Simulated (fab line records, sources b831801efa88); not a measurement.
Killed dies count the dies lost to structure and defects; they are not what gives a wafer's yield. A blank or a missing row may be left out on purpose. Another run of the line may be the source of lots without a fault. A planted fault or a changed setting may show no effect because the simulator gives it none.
2 desks, one fault + flow gf180mcu + every desk sees just its own numbers, and what lay behind them comes last

THE TOOL OWNER'S DESK: pvdSputter-04
At GF_M3_SPUTTER_04 (material TiN, target thk 50 nm, time 41.7 s) the tool's own readings: per lot run on this tool, the mean of the sampled wafers that have a number. Any lot whose mean is over 4 standard deviations away from the usual mean is out of limits and marked OUT; that distance is given in the brackets.
Columns: A = cathodeDcPowerW at GF_M3_SPUTTER_04, usual 6500.1 W; B = chamberPressurePa at GF_M3_SPUTTER_04, usual 0.4000 Pa; C = throttleValvePct at GF_M3_SPUTTER_04, usual 30.1 %
| lot  | first seen here | A                        | B      | C    |
|------|-----------------|--------------------------|--------|------|
| L343 | day 20 06:49    | 6500.8                   | 0.3997 | 30.1 |
| L344 | day 21 00:19    | 6499.3                   | 0.3997 | 30.8 |
| L347 | day 21 21:52    | 6499.6                   | 0.3998 | 30.4 |
| L353 | day 24 09:13    | 6500.1                   | 0.3993 | 30.9 |
| L357 | day 25 11:41    | 6500.6                   | 0.3996 | 30.4 |
| L358 | day 25 20:02    | 6179.9 (-99 or more) OUT | 0.4003 | 30.0 |
| L359 | day 26 04:20    | 6339.9 (-99 or more) OUT | 0.4005 | 30.4 |
| L361 | day 26 20:17    | 6340.7 (-99 or more) OUT | 0.4005 | 30.4 |
This desk's finding: out of limits on L358, L359, L361; first on L358, day 25 20:02 (cathodeDcPowerW at GF_M3_SPUTTER_04). L343, L344, L347, L353, L357: within limits.

AT THE METROLOGY DESK
Lot by lot, what the gauges showed, no matter which tool ran the lot: averages of those sampled wafers that carry a number. Any lot whose mean is over 4 standard deviations away from the usual mean is out of limits and marked OUT; that distance is given in the brackets.
Columns: A = V2_CVD_00_THK at GF_V2_THK_MEAS_01, usual 599 nm; B = M3_OVL at GF_M3_OVL_MEAS_15, usual 0 nm; C = V3_CVD_00_THK at GF_V3_THK_MEAS_01, usual 600 nm
| lot  | first seen here | A   | B  | C   |
|------|-----------------|-----|----|-----|
| L343 | day 19 04:08    | 601 | -8 | 597 |
| L344 | day 19 22:21    | 595 | -4 | 597 |
| L346 | day 20 14:08    | 600 | 3  | 599 |
| L347 | day 20 19:41    | 592 | -3 | 598 |
| L348 | day 21 01:28    | 600 | -4 | 603 |
| L350 | day 22 05:59    | 600 | -1 | 596 |
| L351 | day 22 07:35    | 595 | 3  | 602 |
| L353 | day 23 08:20    | 600 | 11 | 607 |
| L357 | day 24 11:35    | 597 | -4 | 599 |
| L358 | day 24 20:25    | 597 | -6 | 599 |
| L359 | day 25 04:47    | 595 | 2  | 598 |
| L361 | day 25 21:42    | 599 | -8 | 603 |
| L365 | day 26 22:49    | 595 | -7 | 596 |
| L366 | day 26 23:44    | 604 | 3  | 604 |
This desk found nothing out of limits on any of the 14 lots.

ALL TOGETHER
An alarm could have come from the tool owner's desk at day 25 20:02, on L358, L359, L361.
At the metrology desk, nothing out of limits was observed.
The metrology desk has L358, L359, L361 on record, within its limits.
The lots listed all ran GF_M3_SPUTTER_04 on pvdSputter-04.

WHAT THE SIMULATOR HAD INSERTED
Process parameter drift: pvdSputter-04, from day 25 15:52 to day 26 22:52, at GF_M3_SPUTTER_04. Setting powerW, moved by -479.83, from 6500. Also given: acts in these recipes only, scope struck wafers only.
Struck lots among those shown: L358, L359, L361.
Delay in hours, fault start to first out-of-limits reading, by desk: the tool owner's desk at 4.
